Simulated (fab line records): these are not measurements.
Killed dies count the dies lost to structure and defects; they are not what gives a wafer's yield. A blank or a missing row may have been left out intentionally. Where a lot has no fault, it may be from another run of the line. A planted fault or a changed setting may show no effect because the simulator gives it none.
Chamber matching    flow gf180mcu    cmp-01 running GF_V4_CMP_26: 4 sister chambers
The step polishes, stops on SiO2, t overpolish 15 s, target thk 0 nm. 4 wafers are shown with their chamber, then 7 later ones without.

## EACH WAFER AND ITS CHAMBER
wafer   chamber  motor_current_A (A)
L458.1  3        9.3
L467.1  2        11.9
L469.1  1        10.0
L469.5  0        11.6

## WAFERS WHOSE CHAMBER IS MISSING
wafer   motor_current_A (A)
L469.6  9.6
L475.2  11.8
L475.3  11.1
L475.6  9.6
L478.1  10.0
L478.2  11.3
L478.4  11.9

## WHICH CHAMBER EACH ONE RAN IN
wafer   from the rows above      in truth
L469.6  can't be placed: 3 or 1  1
L475.2  can't be placed: 2 or 0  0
L475.3  can't be placed: 0 or 2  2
L475.6  can't be placed: 3 or 1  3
L478.1  1                        1
L478.2  can't be placed: 0 or 2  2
L478.4  can't be placed: 2 or 0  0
Correct placement for 1 of the 7. Unplaceable from these rows: 6, with the true chamber sitting among the candidates in 6. Wrongly placed: 0.
How it was worked out, from the rows above alone: a wafer's distance from a chamber is the root of the sum, over the readings, of the square of ((its reading less the chamber's mean) divided by the reading's scatter). The wafer belongs to the nearest chamber; if the next one is less than 2 further off, it can't be placed. A chamber's mean is the mean of its shown wafers. The scatter (one wafer shown for each chamber): square how far every hidden wafer sits from the nearest shown wafer, average those squares and take the square root.
